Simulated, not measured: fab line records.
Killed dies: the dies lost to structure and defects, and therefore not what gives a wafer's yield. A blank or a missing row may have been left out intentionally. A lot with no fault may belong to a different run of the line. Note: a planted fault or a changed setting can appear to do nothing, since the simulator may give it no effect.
Which of the tools did it? || flow gf180mcu || Sampling: 12 lots, 36 wafers, 6 of 602 route steps

## WHAT THE GAUGES READ, wafer by wafer
GF_M2_RS_MEAS_05: uses a four-point probe to measure.
{"lot": "L122", "measured": "day 18 04:08", "on": "film metro-04", "M2_ALCU_RS (ohm/sq)": "0.0706 0.0701 0.0694"}
{"lot": "L125", "measured": "day 19 14:59", "on": "film metro-02", "M2_ALCU_RS (ohm/sq)": "0.0692 0.0691 0.0687"}
{"lot": "L126", "measured": "day 20 09:29", "on": "film metro-04", "M2_ALCU_RS (ohm/sq)": "0.0698 0.0696 0.0699"}
{"lot": "L128", "measured": "day 20 21:16", "on": "film metro-02", "M2_ALCU_RS (ohm/sq)": "0.0648 0.0692 0.0693"}
{"lot": "L129", "measured": "day 21 10:40", "on": "film metro-04", "M2_ALCU_RS (ohm/sq)": "0.0691 0.0682 0.0690"}
{"lot": "L131", "measured": "day 21 16:23", "on": "film metro-04", "M2_ALCU_RS (ohm/sq)": "0.0693 0.0687 0.0693"}
{"lot": "L139", "measured": "day 24 10:47", "on": "film metro-04", "M2_ALCU_RS (ohm/sq)": "0.0699 0.0706 0.0698"}
{"lot": "L140", "measured": "day 24 12:40", "on": "film metro-04", "M2_ALCU_RS (ohm/sq)": "0.0692 0.0691 0.0683"}
{"lot": "L142", "measured": "day 24 22:44", "on": "film metro-02", "M2_ALCU_RS (ohm/sq)": "0.0689 0.0705 0.0696"}
{"lot": "L143", "measured": "day 25 13:26", "on": "film metro-01", "M2_ALCU_RS (ohm/sq)": "0.0699 0.0696 0.0689"}
{"lot": "L144", "measured": "day 25 20:16", "on": "film metro-02", "M2_ALCU_RS (ohm/sq)": "0.0703 0.0693 0.0695"}
{"lot": "L145", "measured": "day 26 06:05", "on": "film metro-01", "M2_ALCU_RS (ohm/sq)": "0.0681 0.0688 0.0701"}

GF_M2_THK_MEAS_06: measures by xrf.
{"lot": "L122", "measured": "day 18 04:14", "on": "film metro-04", "M2_ALCU_THK (nm)": "443 447 453"}
{"lot": "L125", "measured": "day 19 15:07", "on": "film metro-02", "M2_ALCU_THK (nm)": "456 453 459"}
{"lot": "L126", "measured": "day 20 09:36", "on": "film metro-04", "M2_ALCU_THK (nm)": "452 457 453"}
{"lot": "L128", "measured": "day 20 21:23", "on": "film metro-02", "M2_ALCU_THK (nm)": "488 456 459"}
{"lot": "L129", "measured": "day 21 10:47", "on": "film metro-04", "M2_ALCU_THK (nm)": "456 461 458"}
{"lot": "L131", "measured": "day 21 16:31", "on": "film metro-04", "M2_ALCU_THK (nm)": "454 459 454"}
{"lot": "L139", "measured": "day 24 10:54", "on": "film metro-04", "M2_ALCU_THK (nm)": "451 448 452"}
{"lot": "L140", "measured": "day 24 12:46", "on": "film metro-04", "M2_ALCU_THK (nm)": "458 457 463"}
{"lot": "L142", "measured": "day 24 22:51", "on": "film metro-02", "M2_ALCU_THK (nm)": "457 445 453"}
{"lot": "L143", "measured": "day 25 13:33", "on": "film metro-01", "M2_ALCU_THK (nm)": "445 449 457"}
{"lot": "L144", "measured": "day 25 20:22", "on": "film metro-02", "M2_ALCU_THK (nm)": "446 453 454"}
{"lot": "L145", "measured": "day 26 06:13", "on": "film metro-01", "M2_ALCU_THK (nm)": "457 456 446"}

GF_V2_BOW_MEAS_05.
{"lot": "L122", "measured": "day 19 06:13", "on": "film metro-04", "V2_BOW (um)": "110 99 111"}
{"lot": "L125", "measured": "day 20 16:21", "on": "film metro-04", "V2_BOW (um)": "86 104 82"}
{"lot": "L126", "measured": "day 21 11:00", "on": "film metro-03", "V2_BOW (um)": "110 103 103"}
{"lot": "L128", "measured": "day 21 22:34", "on": "film metro-04", "V2_BOW (um)": "103 93 94"}
{"lot": "L129", "measured": "day 22 11:16", "on": "film metro-04", "V2_BOW (um)": "105 88 99"}
{"lot": "L131", "measured": "day 22 17:36", "on": "film metro-04", "V2_BOW (um)": "90 101 91"}
{"lot": "L139", "measured": "day 25 09:46", "on": "film metro-04", "V2_BOW (um)": "93 90 94"}
{"lot": "L140", "measured": "day 25 11:42", "on": "film metro-04", "V2_BOW (um)": "87 88 91"}
{"lot": "L142", "measured": "day 25 21:21", "on": "film metro-01", "V2_BOW (um)": "86 109 87"}
{"lot": "L143", "measured": "day 26 11:49", "on": "film metro-04", "V2_BOW (um)": "101 105 99"}
{"lot": "L144", "measured": "day 26 18:32", "on": "film metro-04", "V2_BOW (um)": "75 82 73"}
{"lot": "L145", "measured": "day 27 04:21", "on": "film metro-04", "V2_BOW (um)": "91 92 105"}

## WHAT TOOL EACH LOT RAN ON (gives the tool, then ch and the chambers of the sampled wafers, and finally the start)
{"lot": "L122", "GF_V1_CVD_02": "pecvd-02 ch 0,2, day 17 02:04", "GF_V1_SPUTTER_21": "pvd sputter-04, day 18 03:12", "GF_M2_SPUTTER_02": "pvd sputter-01, day 18 04:01"}
{"lot": "L125", "GF_V1_CVD_02": "pecvd-04 ch 0,1,2, day 18 12:53", "GF_V1_SPUTTER_21": "pvd sputter-04, day 19 14:05", "GF_M2_SPUTTER_02": "pvd sputter-03, day 19 14:54"}
{"lot": "L126", "GF_V1_CVD_02": "pecvd-02 ch 0,1,2, day 19 06:43", "GF_V1_SPUTTER_21": "pvd sputter-02, day 20 08:34", "GF_M2_SPUTTER_02": "pvd sputter-01, day 20 09:23"}
{"lot": "L128", "GF_V1_CVD_02": "pecvd-04 ch 0,1, day 19 20:22", "GF_V1_SPUTTER_21": "pvd sputter-02, day 20 20:20", "GF_M2_SPUTTER_02": "pvd sputter-01, day 20 21:10"}
{"lot": "L129", "GF_V1_CVD_02": "pecvd-02 ch 1,2, day 20 08:42", "GF_V1_SPUTTER_21": "pvd sputter-02, day 21 09:46", "GF_M2_SPUTTER_02": "pvd sputter-03, day 21 10:35"}
{"lot": "L131", "GF_V1_CVD_02": "pecvd-04 ch 0,1,2, day 20 14:28", "GF_V1_SPUTTER_21": "pvd sputter-02, day 21 15:29", "GF_M2_SPUTTER_02": "pvd sputter-02, day 21 16:18"}
{"lot": "L139", "GF_V1_CVD_02": "pecvd-02 ch 0,1,2, day 23 10:08", "GF_V1_SPUTTER_21": "pvd sputter-03, day 24 09:51", "GF_M2_SPUTTER_02": "pvd sputter-03, day 24 10:41"}
{"lot": "L140", "GF_V1_CVD_02": "pecvd-04 ch 0,1,2, day 23 12:42", "GF_V1_SPUTTER_21": "pvd sputter-04, day 24 11:44", "GF_M2_SPUTTER_02": "pvd sputter-03, day 24 12:33"}
{"lot": "L142", "GF_V1_CVD_02": "pecvd-01 ch 1,2, day 23 23:30", "GF_V1_SPUTTER_21": "pvd sputter-02, day 24 21:48", "GF_M2_SPUTTER_02": "pvd sputter-02, day 24 22:38"}
{"lot": "L143", "GF_V1_CVD_02": "pecvd-01 ch 0,1, day 24 13:04", "GF_V1_SPUTTER_21": "pvd sputter-04, day 25 12:18", "GF_M2_SPUTTER_02": "pvd sputter-02, day 25 13:20"}
{"lot": "L144", "GF_V1_CVD_02": "pecvd-04 ch 1,2, day 24 20:03", "GF_V1_SPUTTER_21": "pvd sputter-02, day 25 19:19", "GF_M2_SPUTTER_02": "pvd sputter-03, day 25 20:08"}
{"lot": "L145", "GF_V1_CVD_02": "pecvd-02 ch 1,2, day 25 07:23", "GF_V1_SPUTTER_21": "pvd sputter-04, day 26 05:11", "GF_M2_SPUTTER_02": "pvd sputter-02, day 26 06:00"}
- GF_V1_CVD_02: deposits SiO2 from TEOS, target thk 850 nm, time 94.851 s.
- GF_V1_SPUTTER_21: material Ti, target thk 15 nm, time 80.02 s.
- GF_M2_SPUTTER_02: material AlCu, target thk 450 nm, time 23.9 s.

## WHAT THE TOOLS THEMSELVES READ (means of the sampled wafers that have a number; where no wafer has one, the mark that the record gives instead)
GF_V1_CVD_02.
{"lot": "L122", "tool": "pecvd-02", "heater power outer w (W)": 406, "heater power w (W)": 680, "rf fwd power W (W)": 596.5}
{"lot": "L125", "tool": "pecvd-04", "heater power outer w (W)": 382, "heater power w (W)": 666, "rf fwd power W (W)": 595.1}
{"lot": "L126", "tool": "pecvd-02", "heater power outer w (W)": 469, "heater power w (W)": 786, "rf fwd power W (W)": 596.6}
{"lot": "L128", "tool": "pecvd-04", "heater power outer w (W)": 370, "heater power w (W)": 660, "rf fwd power W (W)": 595.6}
{"lot": "L129", "tool": "pecvd-02", "heater power outer w (W)": 526, "heater power w (W)": 860, "rf fwd power W (W)": 598.0}
{"lot": "L131", "tool": "pecvd-04", "heater power outer w (W)": 403, "heater power w (W)": 684, "rf fwd power W (W)": 595.5}
{"lot": "L139", "tool": "pecvd-02", "heater power outer w (W)": 481, "heater power w (W)": 791, "rf fwd power W (W)": 597.2}
{"lot": "L140", "tool": "pecvd-04", "heater power outer w (W)": 398, "heater power w (W)": 676, "rf fwd power W (W)": 595.9}
{"lot": "L142", "tool": "pecvd-01", "heater power outer w (W)": 412, "heater power w (W)": 761, "rf fwd power W (W)": 596.9}
{"lot": "L143", "tool": "pecvd-01", "heater power outer w (W)": 370, "heater power w (W)": 602, "rf fwd power W (W)": 594.7}
{"lot": "L144", "tool": "pecvd-04", "heater power outer w (W)": 353, "heater power w (W)": 645, "rf fwd power W (W)": 596.2}
{"lot": "L145", "tool": "pecvd-02", "heater power outer w (W)": 512, "heater power w (W)": 844, "rf fwd power W (W)": 596.6}

GF_V1_SPUTTER_21.
{"lot": "L122", "tool": "pvd sputter-04", "throttle valve pct (%)": 30.3}
{"lot": "L125", "tool": "pvd sputter-04", "throttle valve pct (%)": 30.3}
{"lot": "L126", "tool": "pvd sputter-02", "throttle valve pct (%)": 30.4}
{"lot": "L128", "tool": "pvd sputter-02", "throttle valve pct (%)": 30.5}
{"lot": "L129", "tool": "pvd sputter-02", "throttle valve pct (%)": 29.9}
{"lot": "L131", "tool": "pvd sputter-02", "throttle valve pct (%)": 30.3}
{"lot": "L139", "tool": "pvd sputter-03", "throttle valve pct (%)": 30.7}
{"lot": "L140", "tool": "pvd sputter-04", "throttle valve pct (%)": 30.4}
{"lot": "L142", "tool": "pvd sputter-02", "throttle valve pct (%)": 30.8}
{"lot": "L143", "tool": "pvd sputter-04", "throttle valve pct (%)": 30.5}
{"lot": "L144", "tool": "pvd sputter-02", "throttle valve pct (%)": 30.9}
{"lot": "L145", "tool": "pvd sputter-04", "throttle valve pct (%)": 30.5}

GF_M2_SPUTTER_02.
{"lot": "L122", "tool": "pvd sputter-01", "throttle valve pct (%)": 29.7}
{"lot": "L125", "tool": "pvd sputter-03", "throttle valve pct (%)": 29.7}
{"lot": "L126", "tool": "pvd sputter-01", "throttle valve pct (%)": 29.1}
{"lot": "L128", "tool": "pvd sputter-01", "throttle valve pct (%)": 29.6}
{"lot": "L129", "tool": "pvd sputter-03", "throttle valve pct (%)": 30.6}
{"lot": "L131", "tool": "pvd sputter-02", "throttle valve pct (%)": 30.1}
{"lot": "L139", "tool": "pvd sputter-03", "throttle valve pct (%)": 30.6}
{"lot": "L140", "tool": "pvd sputter-03", "throttle valve pct (%)": 30.7}
{"lot": "L142", "tool": "pvd sputter-02", "throttle valve pct (%)": 30.4}
{"lot": "L143", "tool": "pvd sputter-02", "throttle valve pct (%)": 31.4}
{"lot": "L144", "tool": "pvd sputter-03", "throttle valve pct (%)": 30.9}
{"lot": "L145", "tool": "pvd sputter-02", "throttle valve pct (%)": 30.3}

## THE ANSWER, worked out from the rows above alone
Rule: the lots themselves supply what counts as usual. The widest of any qualifying gaps counts: lots, ordered by their means at a reading, are off when they make up no more than a third of the lots, leave a main group of 4 or more, and stand apart from it by 3 or more times the standard deviation of that group's means. A main group whose means are all the same, to the digits that the tables above print for the reading, isn't used. A lot without any number at a reading at which 4 lots or more have one is off too. Any other lot the step has rows for is counted as sound. Order of review: gauges by route order, followed by the tools' own readings, for which a lot's mean as printed above is used. The first step at which some lot is off is used, and at that step the reading that is off furthest; a lot without a number counts as furthest.
None of the lots is off at any reading shown; this tells nothing.

## WHAT HAD BEEN PUT IN BY THE SIMULATOR
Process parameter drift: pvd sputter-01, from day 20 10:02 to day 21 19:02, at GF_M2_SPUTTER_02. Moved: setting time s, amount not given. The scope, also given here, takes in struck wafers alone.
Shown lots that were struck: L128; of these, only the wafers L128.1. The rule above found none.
